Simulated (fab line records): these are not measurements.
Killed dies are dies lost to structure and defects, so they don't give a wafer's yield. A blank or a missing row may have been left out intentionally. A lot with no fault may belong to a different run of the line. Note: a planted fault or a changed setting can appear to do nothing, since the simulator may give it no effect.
Commonality check across tools / flow gf180mcu / Lots sampled 12, wafers sampled 36

WHAT PROMPTED THE OPENING
2 of 12 lots carry a flag on the reading NSD_RS at GF_PSD_RS_MEAS_14. No-fault wafers: 46.15 ohm/sq, standard deviation 0.087.
Rule: flag the lot when none of its wafers has a number, or when each of its wafers that has one lies beyond 4 standard deviations from that mean. All remaining lots are regarded as sound.

lot=L113; measured=day 14 22:07; on=film-metro-03; NSD_RS (ohm/sq), wafer by wafer=46.26 46.20 46.14; flag=
lot=L115; measured=day 15 22:17; on=film-metro-03; NSD_RS (ohm/sq), wafer by wafer=46.11 46.18 46.16; flag=
lot=L116; measured=day 16 01:51; on=film-metro-03; NSD_RS (ohm/sq), wafer by wafer=46.14 46.11 46.21; flag=
lot=L117; measured=day 16 12:03; on=film-metro-03; NSD_RS (ohm/sq), wafer by wafer=46.24 46.09 46.20; flag=
lot=L121; measured=day 17 22:15; on=film-metro-04; NSD_RS (ohm/sq), wafer by wafer=46.08 46.04 46.04; flag=
lot=L122; measured=day 18 13:17; on=film-metro-03; NSD_RS (ohm/sq), wafer by wafer=46.29 46.12 46.09; flag=
lot=L124; measured=day 19 01:10; on=film-metro-03; NSD_RS (ohm/sq), wafer by wafer=47.62 47.59 47.59; flag=FLAGGED
lot=L125; measured=day 19 10:29; on=film-metro-03; NSD_RS (ohm/sq), wafer by wafer=47.76 47.65 47.71; flag=FLAGGED
lot=L131; measured=day 21 09:35; on=film-metro-02; NSD_RS (ohm/sq), wafer by wafer=46.12 46.15 46.20; flag=
lot=L132; measured=day 21 16:11; on=film-metro-03; NSD_RS (ohm/sq), wafer by wafer=46.24 46.19 46.24; flag=
lot=L133; measured=day 22 04:26; on=film-metro-04; NSD_RS (ohm/sq), wafer by wafer=46.07 46.03 46.08; flag=
lot=L134; measured=day 22 11:08; on=film-metro-03; NSD_RS (ohm/sq), wafer by wafer=46.20 46.12 46.21; flag=
On average the flagged lots' numbers are 47.65 ohm/sq, which is +1.50 ohm/sq against the usual, or +17 standard deviations.

WHICH TOOL EACH LOT WENT THROUGH
The record holds 1 process step before the reading, out of a route of 602 steps. Cell contents, in order: the tool; ch with the chambers the sampled wafers went through; the start.
lot=L113; flag=; GF_PSD_RTA_13=rtp-anneal-02 ch 0, day 14 22:02
lot=L115; flag=; GF_PSD_RTA_13=rtp-anneal-02 ch 0, day 15 22:11
lot=L116; flag=; GF_PSD_RTA_13=rtp-anneal-01 ch 0, day 16 01:46
lot=L117; flag=; GF_PSD_RTA_13=rtp-anneal-02 ch 0, day 16 11:58
lot=L121; flag=; GF_PSD_RTA_13=rtp-anneal-02 ch 0, day 17 22:10
lot=L122; flag=; GF_PSD_RTA_13=rtp-anneal-01 ch 0, day 18 13:12
lot=L124; flag=FLAGGED; GF_PSD_RTA_13=rtp-anneal-01 ch 0, day 19 01:05
lot=L125; flag=FLAGGED; GF_PSD_RTA_13=rtp-anneal-01 ch 0, day 19 10:23
lot=L131; flag=; GF_PSD_RTA_13=rtp-anneal-02 ch 0, day 21 09:29
lot=L132; flag=; GF_PSD_RTA_13=rtp-anneal-02 ch 0, day 21 16:05
lot=L133; flag=; GF_PSD_RTA_13=rtp-anneal-01 ch 0, day 22 04:16
lot=L134; flag=; GF_PSD_RTA_13=rtp-anneal-01 ch 0, day 22 10:51
What these steps do:
- GF_PSD_RTA_13: time 20 s.
- GF_PSD_RS_MEAS_14: measures by four-point-probe.

FLAGGED AGAINST TOTAL, ONE TOOL AT A TIME (gauges that did the reading follow at the end)
step=GF_PSD_RTA_13; tool=rtp-anneal-01; lots run=6; flagged=2; share of the flagged lots=all; sound lots run after its first flagged lot=2 (L133,L134)
step=GF_PSD_RTA_13; tool=rtp-anneal-02; lots run=6; flagged=0; share of the flagged lots=none; sound lots run after its first flagged lot=-
step=GF_PSD_RS_MEAS_14; tool=film-metro-02; lots run=1; flagged=0; share of the flagged lots=none; sound lots run after its first flagged lot=-
step=GF_PSD_RS_MEAS_14; tool=film-metro-03; lots run=9; flagged=2; share of the flagged lots=all; sound lots run after its first flagged lot=2 (L132,L134)
step=GF_PSD_RS_MEAS_14; tool=film-metro-04; lots run=2; flagged=0; share of the flagged lots=none; sound lots run after its first flagged lot=-

THE TABLE: WHAT IT ALLOWS
In 2 table rows, all flagged lots were run: rtp-anneal-01 (GF_PSD_RTA_13), film-metro-03 (GF_PSD_RS_MEAS_14).
- rtp-anneal-01 at GF_PSD_RTA_13 ran 6 lots, 2 of them flagged. After the first flagged lot (L133, L134), sound lots still ran on it; a lasting fault on the whole tool would not permit that. Its own readings (wafer_temp_C_max) fall more than 4 standard deviations out on all wafers of the flagged lots.
- film-metro-03 at GF_PSD_RS_MEAS_14 ran 9 lots, 2 of them flagged. After the first flagged lot (L132, L134), sound lots still ran on it; a lasting fault on the whole tool would not permit that.
None of the table's rows ran every flagged lot and, after the first, no sound lot.

WHAT THE SIMULATOR PUT IN
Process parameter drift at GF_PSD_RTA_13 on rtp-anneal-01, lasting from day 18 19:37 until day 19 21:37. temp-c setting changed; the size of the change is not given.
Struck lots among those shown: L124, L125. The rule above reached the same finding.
